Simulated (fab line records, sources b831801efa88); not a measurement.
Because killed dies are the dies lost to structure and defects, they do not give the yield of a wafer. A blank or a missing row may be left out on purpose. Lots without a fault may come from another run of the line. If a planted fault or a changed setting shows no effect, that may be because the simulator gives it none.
fab line records -- flow sfq-line
record lots=7, wafers=21, last-day=92
route steps=325 shown JJ@182
lots with no fault: from the same line, run without faults
start-h: the number of hours between the record's first day and the start of the first shown wafer of the lot -- wait-h: hours since the lot's step before -- " as in the row above -- L1.1+2: several wafers, shown together as one row -- - either no value or no given start -- * or withheld: withheld -- < > ~ a bound
route shown NAME@n: a module of which the file shows steps, and the number in the route of the first -- usual: mean and standard deviation over wafers with no fault -- same: alike in all rows -- chamber/n: place in a boat -- sites: per-site readings -- _std_site: the values' standard deviation -- _edge_site: outer sites' mean less inner sites' -- radius-mm: for every site, how far away it sits from the centre of the wafer -- mask NAME#n: copy n -- behind: the tool/chamber that last shaped the wafer -- hold: reason for holding the lot/hours on hold/outcome of the hold -- device: names the non-switching transistor (n, p or np) -- end of line: tests of these same wafers at the route's end -- where a step has no rows: the recipe by itself -- killed: dies that structure and defects cost at the first sort, which is not the same as the wafer's yield -- map: a wafer's dies, marking killed ones x, the rest . and places with no die _
set.NAME: the setting as run; set.NAME@STEP: as run at that earlier step -- model.NAME: the simulator's own value behind a step, which no gauge read
lots seen at some steps along the route; tables by step, rows by wafer
services: when a tool's chamber went out of use (start-h, in hours from the record's first day, below 0 if earlier), for how many hours, and the reason
## steps
# step SFQ_TRILAYER_JJ_TRILAYER_DEP_SPUTTER_112
# recipe material=Nb, base-pressure-pa=1.33e-06, chamber-pressure-pa=0.1333, substrate-temp-c=20, target-thk-nm=170, power-w=2000, time-s=113.3
# usual substrate-temp-c=20.00/0.11, throttle-valve-pct=30.1/1.2
lot.wafer,tool,chamber,start-h,wait-h,substrate-temp-c,throttle-valve-pct
L809.3,pvd-sputter-03,-,1349.62,0.5,20.08,28.2
L809.4,pvd-sputter-03,-,1349.62,0.5,20.10,30.0
L809.6,pvd-sputter-03,-,1349.62,0.5,19.88,28.1
L817.1,pvd-sputter-05,-,1522.28,0.5,19.93,31.5
L817.2,pvd-sputter-05,-,1522.28,0.5,19.83,31.0
L817.3,pvd-sputter-05,-,1522.28,0.5,19.93,28.2
L818.1,pvd-sputter-03,-,1536.62,0.6,19.99,29.6
L818.4,pvd-sputter-03,-,1536.62,0.6,20.04,29.8
L818.6,pvd-sputter-03,-,1536.62,0.6,20.04,30.5
L826.1,pvd-sputter-06,-,1585.05,0.5,20.12,29.6
L826.2,pvd-sputter-06,-,1585.05,0.5,20.03,30.4
L826.6,pvd-sputter-06,-,1585.05,0.5,20.01,31.3
L827.3,pvd-sputter-05,-,1592.94,0.5,19.73,31.1
L827.4,pvd-sputter-05,-,1592.94,0.5,19.93,31.5
L827.5,pvd-sputter-05,-,1592.94,0.5,19.91,31.6
L830.3,pvd-sputter-03,-,1605.04,0.5,20.00,27.8
L830.4,pvd-sputter-03,-,1605.04,0.5,20.05,29.6
L830.5,pvd-sputter-03,-,1605.04,0.5,20.02,29.9
L831.3,pvd-sputter-05,-,1613.45,0.5,20.10,31.1
L831.4,pvd-sputter-05,-,1613.45,0.5,20.18,28.1
L831.5,pvd-sputter-05,-,1613.45,0.5,20.01,31.2
# step SFQ_JJ_RS_MEAS_929
# recipe thk-meas-gauge=four-point-probe, reads=Nb_of_TRILAYER_JJ_TRILAYER_DEP_SPUTTER_112
# usual JJ_NB_RS=1.041/0.014
lot.wafer,tool,chamber,start-h,wait-h,JJ_NB_RS[ohm/sq]
L809.3,film-metro-03,-,1349.74,0.1,1.047
L809.4,film-metro-03,-,1349.74,0.1,1.046
L809.6,film-metro-03,-,1349.74,0.1,1.044
L817.1,film-metro-03,-,1522.36,0.0,1.029
L817.2,film-metro-03,-,1522.36,0.0,1.006
L817.3,film-metro-03,-,1522.36,0.0,1.026
L818.1,film-metro-01,-,1536.71,0.0,1.020
L818.4,film-metro-01,-,1536.71,0.0,1.025
L818.6,film-metro-01,-,1536.71,0.0,1.033
L826.1,film-metro-03,-,1585.13,0.0,1.045
L826.2,film-metro-03,-,1585.13,0.0,1.056
L826.6,film-metro-03,-,1585.13,0.0,1.044
L827.3,film-metro-02,-,1593.06,0.1,1.039
L827.4,film-metro-02,-,1593.06,0.1,1.038
L827.5,film-metro-02,-,1593.06,0.1,1.040
L830.3,film-metro-03,-,1605.16,0.1,1.048
L830.4,film-metro-03,-,1605.16,0.1,1.039
L830.5,film-metro-03,-,1605.16,0.1,1.049
L831.3,film-metro-01,-,1613.57,0.1,1.050
L831.4,film-metro-01,-,1613.57,0.1,1.040
L831.5,film-metro-01,-,1613.57,0.1,1.020
# step SFQ_TRILAYER_JJ_CE_LITHO_COAT_119
# recipe resist=BARC, spin-rpm=3000, resist-thk-nm=62
# step SFQ_TRILAYER_JJ_CE_LITHO_COAT_114
# recipe resist=KrF, spin-rpm=3000, resist-thk-nm=600
# step SFQ_TRILAYER_JJ_CE_LITHO_SOFTBAKE_118
# recipe temp-c=withheld, time-s=withheld, resist=KrF
# step SFQ_TRILAYER_JJ_CE_LITHO_EXPOSE_115
# recipe mask-id=J5, na=0.6, source-shape=conventional, sigma-outer=0.65, target-cd-nm=700, dose-mj=14.4
# step SFQ_TRILAYER_JJ_CE_LITHO_PEB_117
# recipe peb-temp-c=115, peb-time-s=60, resist=KrF
# step SFQ_TRILAYER_JJ_CE_LITHO_DEVELOP_116
# recipe time-s=60, resist=KrF
# step SFQ_JJ_OVL_MEAS_931
# usual J5_OVL=-3/4.1
lot.wafer,tool,chamber,start-h,wait-h,J5_OVL[nm]
L809.3,overlay-01,-,1473.40,0.1,-2
L809.4,overlay-01,-,1473.40,0.1,0
L809.6,overlay-01,-,1473.40,0.1,2
L817.1,overlay-02,-,1620.95,0.1,-1
L817.2,overlay-02,-,1620.95,0.1,-5
L817.3,overlay-02,-,1620.95,0.1,2
L818.1,overlay-02,-,1624.55,0.1,0
L818.4,overlay-02,-,1624.55,0.1,-1
L818.6,overlay-02,-,1624.55,0.1,-7
L826.1,overlay-01,-,1652.15,0.1,-14
L826.2,overlay-01,-,1652.15,0.1,-15
L826.6,overlay-01,-,1652.15,0.1,-12
L827.3,overlay-02,-,1658.16,0.1,-2
L827.4,overlay-02,-,1658.16,0.1,0
L827.5,overlay-02,-,1658.16,0.1,-1
L830.3,overlay-01,-,1669.09,0.1,0
L830.4,overlay-01,-,1669.09,0.1,-2
L830.5,overlay-01,-,1669.09,0.1,-4
L831.3,overlay-01,-,1676.50,0.1,-4
L831.4,overlay-01,-,1676.50,0.1,-2
L831.5,overlay-01,-,1676.50,0.1,-4
# step SFQ_TRILAYER_JJ_CE_METRO_MEASURE_117
# usual cd-nm=699.9/1.4
lot.wafer,tool,chamber,start-h,wait-h,cd-nm
L809.3,cd-sem-02,-,1473.83,0.4,702.2
L809.4,cd-sem-02,-,1473.83,0.4,702.1
L809.6,cd-sem-02,-,1473.83,0.4,701.7
L817.1,cd-sem-02,-,1620.98,0.0,697.4
L817.2,cd-sem-02,-,1620.98,0.0,698.5
L817.3,cd-sem-02,-,1620.98,0.0,698.7
L818.1,cd-sem-01,-,1624.58,0.0,700.0
L818.4,cd-sem-01,-,1624.58,0.0,700.2
L818.6,cd-sem-01,-,1624.58,0.0,700.7
L826.1,cd-sem-01,-,1652.18,0.0,700.9
L826.2,cd-sem-01,-,1652.18,0.0,700.6
L826.6,cd-sem-01,-,1652.18,0.0,699.6
L827.3,cd-sem-02,-,1658.58,0.4,698.9
L827.4,cd-sem-02,-,1658.58,0.4,698.0
L827.5,cd-sem-02,-,1658.58,0.4,698.1
L830.3,cd-sem-01,-,1669.51,0.4,699.7
L830.4,cd-sem-01,-,1669.51,0.4,699.6
L830.5,cd-sem-01,-,1669.51,0.4,699.1
L831.3,cd-sem-02,-,1676.92,0.4,699.6
L831.4,cd-sem-02,-,1676.92,0.4,699.3
L831.5,cd-sem-02,-,1676.92,0.4,700.0
# step SFQ_TRILAYER_JJ_CE_BARC_OPEN_RIE_150
# recipe mask-material=PR, chemistry=O2, target-depth-nm=240, target=BARC, icp-w=600, bias-w=80, pressure-mtorr=10, time-s=80
# usual drypump-motor-current-A=5.5/0.3, oes-product-au=0.538/0.0046
lot.wafer,tool,chamber,start-h,wait-h,drypump-motor-current-A,oes-product-au,rf-hours-counter-h
L809.3,rie-metal-04,1,1474.66,0.6,5.5,0.538,-
L809.4,rie-metal-04,0,1474.66,0.6,5.4,0.539,-
L809.6,rie-metal-04,0,1474.66,0.6,5.4,0.532,-
L817.1,rie-metal-01,0,1622.18,1.0,5.3,0.543,45
L817.2,rie-metal-01,1,1622.18,1.0,6.0,0.537,50
L817.3,rie-metal-01,1,1622.18,1.0,6.0,0.547,-
L818.1,rie-metal-03,1,1625.78,1.0,5.1,0.546,72
L818.4,rie-metal-03,0,1625.78,1.0,5.9,0.537,-
L818.6,rie-metal-03,1,1625.78,1.0,5.1,0.535,-
L826.1,rie-metal-03,1,1653.38,1.0,5.1,0.531,76
L826.2,rie-metal-03,0,1653.38,1.0,5.9,0.537,92
L826.6,rie-metal-03,1,1653.38,1.0,5.2,0.534,-
L827.3,rie-metal-03,0,1659.42,0.6,5.9,0.534,-
L827.4,rie-metal-03,1,1659.42,0.6,5.2,0.540,-
L827.5,rie-metal-03,1,1659.42,0.6,5.2,0.536,-
L830.3,rie-metal-03,1,1670.34,0.6,5.1,0.542,-
L830.4,rie-metal-03,0,1670.34,0.6,5.9,0.547,-
L830.5,rie-metal-03,1,1670.34,0.6,5.1,0.532,-
L831.3,rie-metal-04,1,1677.75,0.6,5.5,0.534,-
L831.4,rie-metal-04,0,1677.75,0.6,5.4,0.542,-
L831.5,rie-metal-04,1,1677.75,0.6,5.5,0.541,-
# step SFQ_TRILAYER_JJ_CE_ETCH_RIE_118
# recipe target=Nb, stop-on=Al2O3, mask-material=PR, taper-deg=13.257, over-etch-frac=0.15, time-s=97.7, chemistry=SF6, target-depth-nm=170, icp-w=600, bias-w=80, pressure-mtorr=10
# usual drypump-motor-current-A=5.5/0.3, oes-product-au=0.989/0.011
lot.wafer,tool,chamber,start-h,wait-h,drypump-motor-current-A,oes-product-au,rf-hours-counter-h,model.KrF_of_TRILAYER_JJ_CE_LITHO_COAT_114.thk-nm
L809.3,rie-metal-04,1,1474.76,0.1,5.5,0.980,-,478.8
L809.4,rie-metal-04,0,1474.76,0.1,5.4,0.992,-,476.6
L809.6,rie-metal-04,0,1474.76,0.1,5.4,0.985,-,477.6
L817.1,rie-metal-01,0,1622.28,0.1,5.3,0.974,45,480.2
L817.2,rie-metal-01,1,1622.28,0.1,6.0,0.993,50,476.1
L817.3,rie-metal-01,1,1622.28,0.1,6.0,0.980,-,478.3
L818.1,rie-metal-03,1,1625.88,0.1,5.2,0.998,72,473.9
L818.4,rie-metal-03,0,1625.88,0.1,6.0,1.004,-,474.4
L818.6,rie-metal-03,1,1625.88,0.1,5.2,0.994,-,475.6
L826.1,rie-metal-03,1,1653.48,0.1,5.1,0.992,76,477.5
L826.2,rie-metal-03,0,1653.48,0.1,5.9,0.997,92,434.5
L826.6,rie-metal-03,1,1653.48,0.1,5.1,0.993,-,476.9
L827.3,rie-metal-03,0,1659.51,0.1,5.9,1.002,-,471.5
L827.4,rie-metal-03,1,1659.51,0.1,5.1,1.006,-,435
L827.5,rie-metal-03,1,1659.51,0.1,5.2,1.004,-,435.3
L830.3,rie-metal-03,1,1670.44,0.1,5.2,0.987,-,476.5
L830.4,rie-metal-03,0,1670.44,0.1,5.9,0.995,-,434.7
L830.5,rie-metal-03,1,1670.44,0.1,5.2,0.999,-,437.9
L831.3,rie-metal-04,1,1677.85,0.1,5.5,0.983,-,478.6
L831.4,rie-metal-04,0,1677.85,0.1,5.3,1.002,-,476
L831.5,rie-metal-04,1,1677.85,0.1,5.5,0.990,-,479
# step SFQ_TRILAYER_JJ_ANODIZE_ANODIZE_119
# recipe current-density-ma-cm2=withheld, end-current-density-ma-cm2=withheld, bath-temp-c=withheld
## services
tool,chamber,start-h,hours,kind
cd-sem-02,-,1340.58,0.6,pm
pvd-sputter-03,-,1351.25,5.1,repair
cd-sem-02,-,1364.49,90.7,repair
cd-sem-01,-,1409.72,0.6,pm
cd-sem-01,-,1428.77,2.3,pm
rie-metal-03,1,1430.64,24.1,repair
rie-metal-03,-,1447.47,2.8,pm
cd-sem-01,-,1450.90,0.4,pm
cd-sem-02,-,1455.15,1.5,pm
cd-sem-02,-,1456.61,0.7,pm
cd-sem-02,-,1457.35,1.3,pm
cd-sem-01,-,1483.54,1.2,pm
cd-sem-02,-,1526.83,15.0,repair
pvd-sputter-05,-,1540.60,9.2,repair
cd-sem-02,-,1568.26,2.3,pm
cd-sem-01,-,1570.51,0.7,pm
cd-sem-01,-,1572.93,1.8,pm
cd-sem-01,-,1588.77,1.0,pm
rie-metal-03,-,1600.04,2.0,repair
cd-sem-02,-,1610.58,1.3,pm
cd-sem-02,-,1613.63,0.2,pm
rie-metal-03,-,1622.14,0.2,repair
cd-sem-02,-,1624.92,0.9,pm
rie-metal-04,-,1642.61,1.8,repair
## key
first-sign none at tools or gauges
model-effect step=SFQ_TRILAYER_JJ_CE_ETCH_RIE_118, value=KrF_of_TRILAYER_JJ_CE_LITHO_COAT_114.thk-nm, without=474.4, struck=435.5
met-at SFQ_TRILAYER_JJ_CE_ETCH_RIE_118
struck-wafers L826.2,L827.4,L827.5,L830.4,L830.5
onset-between 1625.88 1653.48
fault kind=process-parameter-drift, tool=rie-metal-03, chamber=-, onset-h=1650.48, steps=SFQ_TRILAYER_JJ_CE_ETCH_RIE_118, channel=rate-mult, offset=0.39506, shape=step, end-h=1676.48, scope=struck-wafers-only
